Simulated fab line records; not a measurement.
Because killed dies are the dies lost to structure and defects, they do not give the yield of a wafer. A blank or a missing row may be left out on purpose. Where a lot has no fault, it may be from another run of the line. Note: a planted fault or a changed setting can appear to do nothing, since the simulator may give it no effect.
Comparing a struck lot with a sound one :: flow sky130 :: 43 out of 708 route steps
Sound: wafers L267.3, L267.5, L267.6. Struck: wafers L258.3, L258.5, L258.6. Last of all comes the cause.
For every step that has rows: the tool of each side, followed by ch and its chambers, followed by its first start. Under that, the readings that differ: sound wafers :: struck wafers :: difference of the means :: sigmas: that difference in standard deviations of wafers without a fault.
alike: a reading whose means differ by less than 2 such deviations, as well as words and numbers matching on both sides. not compared: withheld readings; readings where some wafer has no value; bounds like >300 that might hide an equal value; numbers whose values overlap and for which the record gives no deviation.
The two part at a step that has a row with sigmas, a row that says differs or no value, or rows on one side only. Numbers that don't overlap but have no deviation are shown without sigmas and don't part them. Lack of a reading on every wafer of one side parts them only where that side has two or more wafers.

SKY_LDD_P_OVL_MEAS_08:
  sound on overlay-01, day 25 23:32; struck on overlay-02, day 22 14:11
  alike: LDD_P_OVL
next, for these wafers, 1 step has no rows: SKY_LDD_P_IMPLANT_09.
SKY_LDD_P_STRIP_10: strips in O2/N2.
  sound on plasmaAsher-01 ch 0,1, day 25 23:44; struck on plasmaAsher-02 ch 0,1, day 22 14:23
  alike: drypumpMotorCurrentA, oesProductAu, stripTimeToEndpointS
  not compared: rfHoursCounterH
SKY_LDD_P_TW_MEAS_11:
  sound on filmMetro-02, day 25 23:50; struck on filmMetro-03, day 22 14:29
  alike: LDD_P_TW
then, 7 steps without rows for these wafers: SKY_LDD_HVN_DEHYDRATE_00 (time 60 s); SKY_LDD_HVN_HMDS_01 (prime time 60 s); SKY_LDD_HVN_COAT_02 (resist thk 300 nm); SKY_LDD_HVN_SOFTBAKE_03 (time 60 s); SKY_LDD_HVN_EXPOSE_04 (exposes mask HVNTM, target cd 700 nm); SKY_LDD_HVN_PEB_05; SKY_LDD_HVN_DEVELOP_06 (develop time 60 s).
SKY_LDD_HVN_OVL_MEAS_07:
  sound on overlay-01, day 27 05:19; struck on overlay-01, day 23 21:03
  alike: LDD_HVN_OVL
SKY_LDD_HVN_IMPLANT_08:
  sound on implanter-01 ch 0, day 27 05:23; struck on implanter-01 ch 0, day 23 21:08
  alike: beamEnergyKeV
SKY_LDD_HVN_STRIP_09: strips in O2/N2.
  sound on plasmaAsher-01 ch 0,1, day 27 05:31; struck on plasmaAsher-03 ch 0,1, day 23 21:16
  alike: drypumpMotorCurrentA, oesProductAu, stripTimeToEndpointS
  not compared: rfHoursCounterH
SKY_LDD_HVN_TW_MEAS_10:
  sound on filmMetro-03, day 27 05:37; struck on filmMetro-04, day 23 21:21
reading: LDD_HVN_TW
sound: 1456 1470 1466
struck: 1419 1422 1419
difference: -44
sigmas: -3
then, 7 steps without rows for these wafers: SKY_LDD_HVP_DEHYDRATE_00 (time 60 s); SKY_LDD_HVP_HMDS_01 (prime time 60 s); SKY_LDD_HVP_COAT_02 (resist thk 300 nm); SKY_LDD_HVP_SOFTBAKE_03 (time 60 s); SKY_LDD_HVP_EXPOSE_04 (exposes mask HVPTM, target cd 700 nm); SKY_LDD_HVP_PEB_05; SKY_LDD_HVP_DEVELOP_06 (develop time 60 s).
SKY_LDD_HVP_OVL_MEAS_07:
  sound on overlay-02, day 28 10:18; struck on overlay-02, day 25 03:15
  alike: LDD_HVP_OVL
next, for these wafers, 1 step has no rows: SKY_LDD_HVP_IMPLANT_08.
SKY_LDD_HVP_STRIP_09: strips in O2/N2.
  sound on plasmaAsher-03 ch 0,1, day 28 10:31; struck on plasmaAsher-02 ch 0,1, day 25 03:28
reading: stripTimeToEndpointS (s)
sound: 4.168 4.147 4.158
struck: 4.117 4.115 4.124
difference: -0.039
sigmas: -2
  alike: drypumpMotorCurrentA, oesProductAu
  not compared: rfHoursCounterH
SKY_LDD_HVP_TW_MEAS_10:
  sound on filmMetro-02, day 28 10:36; struck on filmMetro-02, day 25 03:33
  alike: LDD_HVP_TW
then, 7 steps without rows for these wafers: SKY_LDD_LDN_DEHYDRATE_00 (time 60 s); SKY_LDD_LDN_HMDS_01 (prime time 60 s); SKY_LDD_LDN_COAT_02 (resist thk 1140 nm); SKY_LDD_LDN_SOFTBAKE_03 (time 60 s); SKY_LDD_LDN_EXPOSE_04 (exposes mask LDNTM, target cd 700 nm); SKY_LDD_LDN_PEB_05; SKY_LDD_LDN_DEVELOP_06 (develop time 60 s).
SKY_LDD_LDN_OVL_MEAS_07:
  sound on overlay-02, day 29 15:37; struck on overlay-02, day 26 09:22
  alike: LDD_LDN_OVL
then, 4 steps without rows for these wafers: SKY_LDD_LDN_IMPLANT_08; SKY_LDD_LDN_IMPLANT_09; SKY_LDD_LDN_IMPLANT_10; SKY_LDD_LDN_IMPLANT_11.
SKY_LDD_LDN_STRIP_12: strips in O2/N2.
  sound on plasmaAsher-02 ch 0,1, day 29 16:16; struck on plasmaAsher-04 ch 0,1, day 26 10:01
  alike: drypumpMotorCurrentA, oesProductAu, stripTimeToEndpointS
  not compared: rfHoursCounterH
SKY_LDD_LDN_TW_MEAS_13:
  sound on filmMetro-02, day 29 16:22; struck on filmMetro-02, day 26 10:07
  alike: LDD_LDN_TW
then, 2 steps without rows for these wafers: SKY_LDD_LDN_CLEAN_14 (cleans in SC1/SC2, time 150 s); SKY_SPACER_CVD_00 (deposits Si3N4 from DCS/NH3, target thk 43.1 nm, time 740 s).
-- the record jumps here: 22 days lie between the struck wafers' starts before and after (it left off in module SPACER and takes up again in module PAD_OPEN, whose first step shown is number 708 of the route) --
SKY_PAD_OPEN_PROBE_99:
  sound on prober-02, day 50 14:34; struck on prober-01, day 48 13:40
reading: model.etest.tip_n_5v.rsOhmSq
sound: 1389 1379 1383
struck: 2098 2062 1797
difference: +602
sigmas: 

reading: model.etest.nfetG5v0d10v5.rOnOhmUm
sound: 1904 1901 1893
struck: 1985 1965 1968
difference: +73
sigmas: 

reading: model.etest.nfetG5v0d10v5.driveUaUm
sound: 601 605.3 598.4
struck: 576.1 584.2 577.2
difference: -22.4
sigmas: 

reading: model.etest.nfetG5v0d10v5.vtSatV (V)
sound: 0.7584 0.7688 0.7742
struck: 0.8053 0.7927 0.7912
difference: +0.0293
sigmas: 
  alike: killed_at_M0_to_M3, killed_at_M4_up, killedAtContacts, killedAtFrontEnd, killedAtOther, killedDies, killedOnRim, killedOpen, killedShort
  not compared: model.etest.tip_n_5v.rsOhmSqRange, model.etest.resNdiffHv.rsOhmSq

WHERE THEY PART
Last at SKY_LDD_HVP_STRIP_09 as far as this record goes, first at SKY_LDD_HVN_TW_MEAS_10. Later steps at which nothing parts them and some readings are alike: SKY_LDD_HVP_TW_MEAS_10, SKY_LDD_LDN_OVL_MEAS_07, SKY_LDD_LDN_STRIP_12, SKY_LDD_LDN_TW_MEAS_13, SKY_PAD_OPEN_PROBE_99.

WHY: what had been put in by the simulator
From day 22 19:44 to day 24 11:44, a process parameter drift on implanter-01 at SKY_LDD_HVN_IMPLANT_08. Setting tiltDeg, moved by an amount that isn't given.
